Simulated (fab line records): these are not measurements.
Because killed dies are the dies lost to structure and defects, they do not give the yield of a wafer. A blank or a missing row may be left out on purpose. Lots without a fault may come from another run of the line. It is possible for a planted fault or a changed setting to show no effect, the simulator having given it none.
Chamber matching	flow sky130	SKY_LI_CONTACT_ETCH_15 on rie_diel-02 has 4 sister chambers
The step etches PSG in C4F8/O2/Ar, stops on Si, target depth 600 nm. 4 wafers are shown with their chamber, then 7 later ones without.

## EACH WAFER AND ITS CHAMBER
wafer	chamber	oes_product_au (a.u.)
L985.5	2	0.838
L989.4	3	0.835
L992.1	1	0.840
L992.4	0	0.841

## WAFERS MISSING THEIR CHAMBER
wafer	oes_product_au (a.u.)
L992.6	0.824
L104.2	0.831
L104.4	0.834
L104.5	0.836
L105.2	0.837
L105.4	0.840
L105.5	0.835

## EACH ONE'S CHAMBER
wafer	from the rows above	in truth
L992.6	can't be placed: 3 or 2 or 1 or 0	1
L104.2	can't be placed: 3 or 2 or 1 or 0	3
L104.4	can't be placed: 3 or 2 or 1 or 0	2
L104.5	can't be placed: 3 or 2 or 1 or 0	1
L105.2	can't be placed: 2 or 3 or 1 or 0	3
L105.4	can't be placed: 1 or 0 or 2 or 3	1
L105.5	can't be placed: 3 or 2 or 1 or 0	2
Correctly placed: 0 of 7. Cannot be placed on the basis of these rows: 7; the candidates contain the true chamber in 7. Number placed wrongly: 0.
How it was worked out, from the rows above alone: a wafer's distance from a chamber is the root of the sum, over the readings, of the square of ((its reading less the chamber's mean) divided by the reading's scatter). If the next closest chamber is less than 2 further off than the closest, the wafer can't be placed; otherwise it belongs to the closest. A chamber's mean is the mean of its shown wafers. The scatter: with one shown wafer a chamber, the root of the mean of the squares of how far each hidden wafer lies from its nearest shown one.
